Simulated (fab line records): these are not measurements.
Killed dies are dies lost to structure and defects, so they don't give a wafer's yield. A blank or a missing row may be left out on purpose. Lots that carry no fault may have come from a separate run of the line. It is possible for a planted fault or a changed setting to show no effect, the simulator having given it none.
fab line records | flow sfq-line
record: lots: 6 | wafers: 18 | last-day: 91
route steps=325 shown M7@281
lots with no fault: from the same line, run without faults
start-h: the number of hours between the record's first day and the start of the first shown wafer of the lot | wait-h: hours elapsed since this lot's preceding step | " the same as in the row above | L1.1+2: one row covering several wafers at once | - no value, or no start given | * or withheld: withheld | < > ~ a bound
route shown NAME@n: NAME is a module with steps in the file, n the number in the route of the first one | usual: average and standard deviation across the fault-free wafers | same: alike in all rows | chamber/n: place in a boat | sites: readings site by site | _std_site: their standard deviation | _edge_site: outer sites' mean less inner sites' | radius-mm: how far each site lies from the wafer's centre | mask NAME#n: copy n | behind: the most recent tool/chamber to have shaped the wafer | hold: the reason the lot was held/the length of the hold in hours/how it ended | device: the transistor (n, p or np) that didn't switch | end of line: at the end of the route, the tests of the same wafers | where a step has no rows: the recipe by itself | killed: dies that structure and defects cost at the first sort, which is not the same as the wafer's yield | map: a wafer's dies, marking killed ones x, the rest . and places with no die _
set.NAME: the setting that was run; set.NAME@STEP: the one run at that earlier step | model.NAME: the simulator's own value behind a step, which no gauge read
lots at some steps of the route; a table a step, a row a wafer
services: from which hour (start-h, from the record's first day; less than 0 if before it) a tool's chamber was out of use, for how many hours, and why
== steps ==
step: SFQ_TRILAYER_M7_DEP_PRE_CLEAN_176
recipe: gas: Ar | time-s: 22.5 | bias-v: 250
step: SFQ_TRILAYER_M7_DEP_SPUTTER_175
recipe: material: Nb | base-pressure-pa: 1.33e-06 | chamber-pressure-pa: 0.1333 | substrate-temp-c: 20 | target-thk-nm: 200 | power-w: 2000 | time-s: 133.3
usual: chamber-pressure-pa: 0.13329/0.00027 | throttle-valve-pct: 30.1/0.83
lot.wafer | tool           | chamber | start-h | wait-h | chamber-pressure-pa | throttle-valve-pct
L741.3    | pvd-sputter-06 | -       | 1890.75 | 0.0    | 0.13319             | 30.4
L741.5    | "              | -       | "       | "      | 0.13319             | 30.2
L741.6    | "              | -       | "       | "      | 0.1335              | 30.3
L746.1    | pvd-sputter-05 | -       | 1936.03 | 0.0    | 0.13355             | 29.2
L746.2    | "              | -       | "       | "      | 0.13358             | 29.6
L746.4    | "              | -       | "       | "      | 0.13325             | 29.8
L752.2    | pvd-sputter-05 | -       | 1945.45 | 0.0    | 0.13353             | 29.9
L752.3    | "              | -       | "       | "      | 0.1333              | 29.5
L752.4    | "              | -       | "       | "      | 0.13342             | 29.9
L753.2    | pvd-sputter-04 | -       | 1983.87 | 0.0    | 0.13288             | 31.4
L753.3    | "              | -       | "       | "      | 0.13275             | 32.0
L753.6    | "              | -       | "       | "      | 0.13348             | 29.3
L758.2    | pvd-sputter-04 | -       | 1993.45 | 0.0    | 0.13303             | 30.6
L758.3    | "              | -       | "       | "      | 0.13354             | 31.8
L758.5    | "              | -       | "       | "      | 0.13361             | 29.4
L760.1    | pvd-sputter-04 | -       | 1998.25 | 0.0    | 0.13298             | 30.6
L760.3    | "              | -       | "       | "      | 0.13307             | 29.9
L760.6    | "              | -       | "       | "      | 0.13308             | 30.8
step: SFQ_M7_RS_MEAS_943
recipe: thk-meas-gauge: four-point-probe | reads: Nb_of_TRILAYER_M7_DEP_SPUTTER_175
usual: M7_NB_RS: 0.885/0.011
lot.wafer | tool          | chamber | start-h | wait-h | M7_NB_RS[ohm/sq]
L741.3    | film-metro-03 | -       | 1890.88 | 0.1    | 0.866
L741.5    | "             | -       | "       | "      | 0.871
L741.6    | "             | -       | "       | "      | 0.874
L746.1    | film-metro-03 | -       | 1936.12 | 0.0    | 0.890
L746.2    | "             | -       | "       | "      | 0.890
L746.4    | "             | -       | "       | "      | 0.898
L752.2    | film-metro-03 | -       | 1945.56 | 0.1    | 0.884
L752.3    | "             | -       | "       | "      | 0.890
L752.4    | "             | -       | "       | "      | 0.879
L753.2    | film-metro-03 | -       | 1983.98 | 0.1    | 0.889
L753.3    | "             | -       | "       | "      | 0.877
L753.6    | "             | -       | "       | "      | 0.880
L758.2    | film-metro-04 | -       | 1993.56 | 0.1    | 0.893
L758.3    | "             | -       | "       | "      | 0.890
L758.5    | "             | -       | "       | "      | 0.894
L760.1    | film-metro-02 | -       | 1998.34 | 0.0    | 0.897
L760.3    | "             | -       | "       | "      | 0.884
L760.6    | "             | -       | "       | "      | 0.886
step: SFQ_TRILAYER_M7_LITHO_COAT_182
recipe: resist: BARC | spin-rpm: 3000 | resist-thk-nm: 62
step: SFQ_TRILAYER_M7_LITHO_COAT_177
recipe: resist: KrF | spin-rpm: 3000 | resist-thk-nm: 600
step: SFQ_TRILAYER_M7_LITHO_SOFTBAKE_181
recipe: temp-c: withheld | time-s: withheld | resist: KrF
step: SFQ_TRILAYER_M7_LITHO_EXPOSE_178
recipe: mask-id: M7 | na: 0.6 | source-shape: conventional | sigma-outer: 0.65 | target-cd-nm: 500 | dose-mj: 14.4
step: SFQ_TRILAYER_M7_LITHO_PEB_180
recipe: peb-temp-c: 115 | peb-time-s: 60 | resist: KrF
step: SFQ_TRILAYER_M7_LITHO_DEVELOP_179
recipe: time-s: 60 | resist: KrF
step: SFQ_M7_OVL_MEAS_945
usual: M7_OVL: 1/5.3
lot.wafer | tool       | chamber | start-h | wait-h | M7_OVL[nm]
L741.3    | overlay-01 | -       | 1909.17 | 0.1    | 3
L741.5    | "          | -       | "       | "      | 2
L741.6    | "          | -       | "       | "      | 14
L746.1    | overlay-02 | -       | 1938.99 | 0.1    | -7
L746.2    | "          | -       | "       | "      | -4
L746.4    | "          | -       | "       | "      | -3
L752.2    | overlay-02 | -       | 1948.60 | 0.1    | 1
L752.3    | "          | -       | "       | "      | -3
L752.4    | "          | -       | "       | "      | -7
L753.2    | overlay-02 | -       | 1987.23 | 0.1    | 3
L753.3    | "          | -       | "       | "      | 4
L753.6    | "          | -       | "       | "      | 7
L758.2    | overlay-02 | -       | 1998.17 | 0.1    | 7
L758.3    | "          | -       | "       | "      | 3
L758.5    | "          | -       | "       | "      | 9
L760.1    | overlay-02 | -       | 2001.76 | 0.1    | -5
L760.3    | "          | -       | "       | "      | -1
L760.6    | "          | -       | "       | "      | 1
step: SFQ_TRILAYER_M7_BARC_OPEN_METAL_ETCH_229
recipe: mask-material: PR | chemistry: O2 | target-depth-nm: 125 | target: BARC | icp-w: 600 | bias-w: 80 | pressure-mtorr: 10 | time-s: 41.7
usual: drypump-motor-current-A: 6.2/0.38 | oes-product-au: 0.685/0.0043
lot.wafer | tool         | chamber | start-h | wait-h | drypump-motor-current-A | oes-product-au | rf-hours-counter-h
L741.3    | rie-metal-02 | 0       | 1909.22 | 0.0    | 6.1                     | 0.683          | -
L741.5    | "            | 0       | "       | "      | 6.1                     | 0.676          | -
L741.6    | "            | 1       | "       | "      | 5.6                     | 0.685          | -
L746.1    | rie-metal-02 | 1       | 1939.03 | 0.0    | 5.6                     | 0.684          | 76
L746.2    | "            | 0       | "       | "      | 6.1                     | 0.680          | 127
L746.4    | "            | 0       | "       | "      | 6.1                     | 0.693          | -
L752.2    | rie-metal-02 | 0       | 1948.63 | 0.0    | 6.1                     | 0.684          | 129
L752.3    | "            | 1       | "       | "      | 5.6                     | 0.676          | -
L752.4    | "            | 0       | "       | "      | 6.1                     | 0.683          | -
L753.2    | rie-metal-02 | 1       | 1987.26 | 0.0    | 5.6                     | 0.688          | 87
L753.3    | "            | 0       | "       | "      | 6.1                     | 0.685          | -
L753.6    | "            | 0       | "       | "      | 6.1                     | 0.684          | -
L758.2    | rie-metal-03 | 1       | 1998.20 | 0.0    | 6.0                     | 0.685          | 127
L758.3    | "            | 1       | "       | "      | 6.0                     | 0.684          | -
L758.5    | "            | 0       | "       | "      | 6.4                     | 0.676          | -
L760.1    | rie-metal-04 | 0       | 2001.80 | 0.0    | 6.5                     | 0.683          | 79
L760.3    | "            | 1       | "       | "      | 6.7                     | 0.682          | -
L760.6    | "            | 0       | "       | "      | 6.4                     | 0.682          | -
step: SFQ_TRILAYER_M7_ETCH_METAL_ETCH_180
recipe: target: Nb | stop-on: SiO2 | mask-material: PR | chemistry: Cl2/Ar | target-depth-nm: 240 | icp-w: 600 | bias-w: 80 | pressure-mtorr: 10 | time-s: 120
usual: drypump-motor-current-A: 6.2/0.38 | oes-product-au: 0.896/0.0073
lot.wafer | tool         | chamber | start-h | wait-h | drypump-motor-current-A | oes-product-au | rf-hours-counter-h | model.KrF_of_TRILAYER_M7_LITHO_COAT_177.thk-nm | model.M7.feature-depth-nm | model.SiO2_of_TRILAYER_I6_DEP_PECVD_165.thk-nm
L741.3    | rie-metal-02 | 0       | 1909.30 | 0.1    | 6.1                     | 0.909          | -                  | 383.8                                          | 204.6                     | 193.1
L741.5    | "            | 0       | "       | "      | 6.0                     | 0.907          | -                  | 383.7                                          | 203.7                     | 193.3
L741.6    | "            | 1       | "       | "      | 5.6                     | 0.894          | -                  | 382.9                                          | 203.2                     | 191.3
L746.1    | rie-metal-02 | 1       | 1939.09 | 0.0    | 5.6                     | 0.890          | 76                 | 384.7                                          | 199.4                     | 193
L746.2    | "            | 0       | "       | "      | 6.1                     | 0.886          | 127                | 385.7                                          | 199                       | 191.9
L746.4    | "            | 0       | "       | "      | 6.1                     | 0.884          | -                  | 385.2                                          | 197.9                     | 190.5
L752.2    | rie-metal-02 | 0       | 1948.69 | 0.0    | 6.1                     | 0.904          | 129                | 384.5                                          | 201                       | 191.3
L752.3    | "            | 1       | "       | "      | 5.6                     | 0.894          | -                  | 326.7                                          | 209.3                     | 182.5
L752.4    | "            | 0       | "       | "      | 6.1                     | 0.903          | -                  | 327                                            | 211.9                     | 182.9
L753.2    | rie-metal-02 | 1       | 1987.32 | 0.0    | 5.5                     | 0.886          | 87                 | 385.4                                          | 199.7                     | 192.6
L753.3    | "            | 0       | "       | "      | 6.1                     | 0.907          | -                  | 328.2                                          | 211.8                     | 182.4
L753.6    | "            | 0       | "       | "      | 6.1                     | 0.899          | -                  | 385.3                                          | 201.9                     | 191.9
L758.2    | rie-metal-03 | 1       | 1998.26 | 0.0    | 6.0                     | 0.900          | 127                | 379.6                                          | 199.7                     | 192.9
L758.3    | "            | 1       | "       | "      | 6.0                     | 0.901          | -                  | 378.1                                          | 200.3                     | 191.7
L758.5    | "            | 0       | "       | "      | 6.4                     | 0.884          | -                  | 382.5                                          | 199.4                     | 191.3
L760.1    | rie-metal-04 | 0       | 2001.86 | 0.0    | 6.5                     | 0.893          | 79                 | 384.1                                          | 198.6                     | 192.1
L760.3    | "            | 1       | "       | "      | 6.6                     | 0.899          | -                  | 384.6                                          | 201.1                     | 194.1
L760.6    | "            | 0       | "       | "      | 6.4                     | 0.892          | -                  | 382.8                                          | 200.6                     | 192.3
step: SFQ_TRILAYER_M7_STRIP_STRIP_181
recipe: gas: O2 | power-w: 200 | platen-temp-c: 40 | overash-fraction: 0.65 | chemistry: O2 | pressure-mtorr: 50
usual: drypump-motor-current-A: 6.2/0.38 | oes-product-au: 1.000/0.0079
lot.wafer | tool         | chamber | start-h | wait-h | drypump-motor-current-A | oes-product-au | rf-hours-counter-h
L741.3    | rie-metal-02 | 0       | 1909.58 | 0.2    | 6.0                     | 0.985          | -
L741.5    | "            | 0       | "       | "      | 6.0                     | 0.997          | -
L741.6    | "            | 1       | "       | "      | 5.6                     | 1.001          | -
L746.1    | rie-metal-02 | 1       | 1939.21 | 0.1    | 5.6                     | 0.996          | 76
L746.2    | "            | 0       | "       | "      | 6.1                     | 0.993          | 127
L746.4    | "            | 0       | "       | "      | 6.1                     | 1.001          | -
L752.2    | rie-metal-02 | 0       | 1948.81 | 0.1    | 6.1                     | 0.986          | 130
L752.3    | "            | 1       | "       | "      | 5.6                     | 0.985          | -
L752.4    | "            | 0       | "       | "      | 6.1                     | 0.987          | -
L753.2    | rie-metal-02 | 1       | 1987.44 | 0.1    | 5.5                     | 1.002          | 87
L753.3    | "            | 0       | "       | "      | 6.0                     | 1.000          | -
L753.6    | "            | 0       | "       | "      | 6.1                     | 1.004          | -
L758.2    | rie-metal-03 | 1       | 1998.38 | 0.1    | 6.1                     | 0.999          | 127
L758.3    | "            | 1       | "       | "      | 6.0                     | 1.003          | -
L758.5    | "            | 0       | "       | "      | 6.4                     | 1.000          | -
L760.1    | rie-metal-04 | 0       | 2001.98 | 0.1    | 6.5                     | 1.002          | 79
L760.3    | "            | 1       | "       | "      | 6.6                     | 1.004          | -
L760.6    | "            | 0       | "       | "      | 6.5                     | 1.008          | -
== services ==
tool           | chamber | start-h | hours | kind
rie-metal-04   | -       | 1882.24 | 4.3   | pm
pvd-sputter-05 | -       | 1883.99 | 8.1   | repair
pvd-sputter-04 | -       | 1887.56 | 6.5   | repair
rie-metal-04   | -       | 1916.54 | 2.8   | pm
rie-metal-02   | -       | 1919.31 | 0.6   | repair
pvd-sputter-05 | -       | 1937.86 | 2.5   | repair
pvd-sputter-05 | -       | 1961.09 | 7.1   | repair
pvd-sputter-04 | -       | 1961.12 | 15.2  | repair
rie-metal-02   | 0       | 1970.38 | -     | clean
rie-metal-02   | 0       | 1970.38 | -     | consumable-replace:focus-ring
rie-metal-02   | 0       | 1970.38 | 16.5  | scheduled-down
rie-metal-02   | 0       | 1970.38 | 16.5  | vent-cycle
rie-metal-02   | -       | 1977.56 | 2.8   | pm
rie-metal-02   | -       | 1981.10 | 0.8   | repair
== key ==
first-sign none at tools or gauges
model-effect: step: SFQ_TRILAYER_M7_ETCH_METAL_ETCH_180 | value: KrF_of_TRILAYER_M7_LITHO_COAT_177.thk-nm | without: 383.4 | struck: 327.3
met-at SFQ_TRILAYER_M7_ETCH_METAL_ETCH_180
struck-wafers L752.3,L752.4,L753.3
onset-between 1939.09 1948.69
fault: kind: process-parameter-drift | tool: rie-metal-02 | chamber: - | onset-h: 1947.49 | steps: SFQ_TRILAYER_M7_ETCH_METAL_ETCH_180 | channel: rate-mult | offset: 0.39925 | shape: step | end-h: 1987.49 | scope: struck-wafers-only
